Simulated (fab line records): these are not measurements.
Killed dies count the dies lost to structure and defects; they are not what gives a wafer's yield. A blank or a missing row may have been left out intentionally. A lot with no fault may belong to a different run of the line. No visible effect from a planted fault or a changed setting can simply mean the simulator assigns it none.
Struck lot and sound lot, side by side || flow sky130 || 14 steps out of a route of 708
Sound: these wafers, L632.1, L632.4, L632.6. Wafers struck: L640.4, L640.5, L640.6. The cause comes at the end.
Order at every step that has rows: each side's tool, ch and its chambers, its first start. Under that, the readings that differ: sound wafers || struck wafers || difference of the means || sigmas: that difference in standard deviations of wafers without a fault.
alike: readings whose means differ by less than 2 such deviations, and words and numbers that are the same on both sides. not compared: withheld readings, readings that some wafer has no value for, bounds like >300 that may hide the same value, and numbers for which the record gives no deviation and whose values overlap.
The two part at a step that has a row with sigmas, a row that says differs or no value, or rows on one side only. Non-overlapping numbers with no deviation appear without sigmas and do not part them. Lack of a reading on every wafer of one side parts them only where that side has two or more wafers.

first, 2 steps without rows for these wafers: SKY_FIELD_ISO_WET_ETCH_21 (etches SiO2 in dHF, target depth 20 nm, time 400 s); SKY_FIELD_ISO_OXIDATION_22 (stabilise 600 s, purge 300 s, target thk 10 nm).
SKY_FIELD_ISO_THK_MEAS_23:
  sound on filmMetro-03, day 2 07:10; struck on filmMetro-01, day 4 02:55
  alike: FIELD_ISO_OXIDATION_01_THK
then, 1 step without rows for these wafers: SKY_FIELD_ISO_CVD_24 (deposits SiO2, target thk 595 nm, time 99.2 s).
SKY_FIELD_ISO_THK_MEAS_25:
  sound on filmMetro-03, day 2 07:17; struck on filmMetro-04, day 4 03:02
  alike: FIELD_ISO_CVD_24_THK
then, 1 step without rows for these wafers: SKY_FIELD_ISO_ANNEAL_26 (time 1800 s).
SKY_FIELD_ISO_CMP_27: polishes, stops on Si3N4, t overpolish 16 s, target thk 457.8 nm.
  sound on cmp-02 ch 0,1,3, day 2 09:23; struck on cmp-02 ch 0,1, day 4 04:52
  alike: motorCurrentA, overpolishRunS, slurryFlowMlMin, timeToEndpointS
then, 5 steps without rows for these wafers: SKY_FIELD_ISO_WET_ETCH_28 (etches SiO2 in dHF, target depth 23.7 nm, time 47 s); SKY_FIELD_ISO_WET_ETCH_29 (etches Si3N4 in H3PO4, target depth 160 nm, time 1825 s); SKY_FIELD_ISO_WET_ETCH_30 (etches SiO2 in dHF, target depth 25 nm, time 50 s); SKY_NWELL_CLEAN_00 (cleans in SC1/SC2, time 150 s); SKY_NWELL_OXIDATION_01 (stabilise 600 s, purge 300 s, target thk 10 nm).
SKY_NWELL_THK_MEAS_02:
  sound on filmMetro-04, day 2 12:03; struck on filmMetro-04, day 4 08:33
{"reading": "NWELL_OXIDATION_THK (nm)", "sound": "10.07 9.99 9.95", "struck": "10.83 10.60 10.80", "difference": "+0.74", "sigmas": "+4"}
then, 1 step without rows for these wafers: SKY_DNWELL_DEHYDRATE_00 (time 60 s).

== WHERE THEY PART ==
Within this record, at SKY_NWELL_THK_MEAS_02 only.

WHY: whatever the simulator had introduced
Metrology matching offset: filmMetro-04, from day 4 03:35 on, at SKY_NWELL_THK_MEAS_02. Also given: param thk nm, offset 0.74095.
